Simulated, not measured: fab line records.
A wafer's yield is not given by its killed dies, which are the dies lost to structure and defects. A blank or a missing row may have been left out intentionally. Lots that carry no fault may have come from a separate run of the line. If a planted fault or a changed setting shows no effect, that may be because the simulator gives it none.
A struck lot beside a sound one	flow sky130	21 steps out of a route of 708
Sound: the wafers L287.1, L287.5, L287.6. Wafers struck: L295.1, L295.5, L295.6. The cause is given at the end.
At each step with rows: each side's tool, then ch and its chambers, then its first start. Under that, the readings that differ: sound wafers	struck wafers	difference of the means	sigmas: that difference in standard deviations of wafers without a fault.
alike: words and numbers the same on both sides, and readings whose means are apart by under 2 such deviations; not compared: readings that were withheld, readings missing a value for some wafer, numbers with overlapping values and no deviation given by the record, and bounds like >300 which may hide the same value.
A row with sigmas, a row that says differs or no value, or rows on one side alone: a step with any of these is where the two part. Numbers that don't overlap but have no deviation are shown without sigmas and don't part them. A reading missing from all wafers of one side parts the sides only when that side holds two or more wafers.

first, 4 steps without rows for these wafers: SKY_VT_ADJUST_LVTN_SOFTBAKE_03; SKY_VT_ADJUST_LVTN_EXPOSE_04 (exposes mask NWM COMPLEMENT LESS NATIVE, target cd 840 nm); SKY_VT_ADJUST_LVTN_PEB_05; SKY_VT_ADJUST_LVTN_DEVELOP_06 (develop time 60 s).
SKY_VT_ADJUST_LVTN_OVL_MEAS_07:
  struck on overlay-02, day 10 08:35; sound on overlay-01, day 8 01:34
reading	sound	struck	difference	sigmas
VT_ADJUST_LVTN_OVL (nm)	-3.0 -4.6 -2.6	1.2 1.2 1.0	+4.5	+3
after that, 1 step had no rows for these wafers: SKY_VT_ADJUST_LVTN_IMPLANT_08.
SKY_VT_ADJUST_LVTN_STRIP_09: strips in O2/N2.
  sound on plasma asher-01 ch 0,1, day 8 01:45; struck on plasma asher-01 ch 0,1, day 10 08:46
  alike: drypump motor current A, oes product au, strip time to endpoint s
  not compared: rf hours counter h
SKY_VT_ADJUST_LVTN_TW_MEAS_10:
  struck on film metro-03, day 10 08:52; sound on film metro-01, day 8 01:51
  alike: VT_ADJUST_LVTN_TW
then, 4 steps without rows for these wafers: SKY_VT_ADJUST_LVTN_DEHYDRATE_11 (time 60 s); SKY_VT_ADJUST_LVTN_HMDS_12 (prime time 60 s); SKY_VT_ADJUST_LVTN_COAT_13 (resist thk 1140 nm); SKY_VT_ADJUST_LVTN_SOFTBAKE_14 (time 60 s).
SKY_VT_ADJUST_LVTN_EXPOSE_15: exposes mask HVN STD DERIVED, target cd 600 nm.
  sound on iline stepper-01 ch 0, day 8 11:19; struck on iline stepper-02 ch 0, day 10 20:28
reading	sound	struck	difference	sigmas
mask	HVN_STD_DERIVED#0 HVN_STD_DERIVED#0 HVN_STD_DERIVED#0	HVTPM#0 HVTPM#0 HVTPM#0	differs	
then, 2 steps without rows for these wafers: SKY_VT_ADJUST_LVTN_PEB_16; SKY_VT_ADJUST_LVTN_DEVELOP_17 (develop time 60 s).
SKY_VT_ADJUST_LVTN_OVL_MEAS_18:
  struck on overlay-01, day 11 07:37; sound on overlay-01, day 8 22:14
reading	sound	struck	difference	sigmas
VT_ADJUST_LVTN_01_OVL (nm)	-0.5 0.3 -0.4	- - -	no value on the struck wafers	
after that, 1 step had no rows for these wafers: SKY_VT_ADJUST_LVTN_IMPLANT_19.
SKY_VT_ADJUST_LVTN_STRIP_20: strips in O2/N2.
  sound on plasma asher-01 ch 0,1, day 8 22:25; struck on plasma asher-04 ch 0,1, day 11 07:48
  alike: drypump motor current A, oes product au, strip time to endpoint s
  not compared: rf hours counter h
SKY_VT_ADJUST_LVTN_TW_MEAS_21:
  struck on film metro-01, day 11 07:54; sound on film metro-01, day 8 22:31
reading	sound	struck	difference	sigmas
VT_ADJUST_LVTN_2_TW	192.3 192.4 191.8	30.3 30.6 30.6	-161.7	-85
then, 1 step without rows for these wafers: SKY_VT_ADJUST_NCORE_DEHYDRATE_00 (time 60 s).
-- the record jumps here: 38 days lie between the struck wafers' starts before and after (it left off in module VT_ADJUST_NCORE and takes up again in module PAD_OPEN, whose first step shown is number 708 of the route) --
SKY_PAD_OPEN_PROBE_99:
  struck on prober-02, day 49 00:41; sound on prober-02, day 46 21:44
reading	sound	struck	difference	sigmas
killed at front end	13 25 18	417 413 416	+397	+79
killed dies	87 106 82	492 492 492	+400	+42
killed on rim	14 19 22	96 96 96	+78	+19
  alike: killed_at_M0_to_M3, killed_at_M4_up, killed at contacts, killed at other, killed open, killed short

WHERE THEY PART
At SKY_VT_ADJUST_LVTN_OVL_MEAS_07 first; at SKY_PAD_OPEN_PROBE_99 last (within this record only).

WHY: whatever the simulator had introduced
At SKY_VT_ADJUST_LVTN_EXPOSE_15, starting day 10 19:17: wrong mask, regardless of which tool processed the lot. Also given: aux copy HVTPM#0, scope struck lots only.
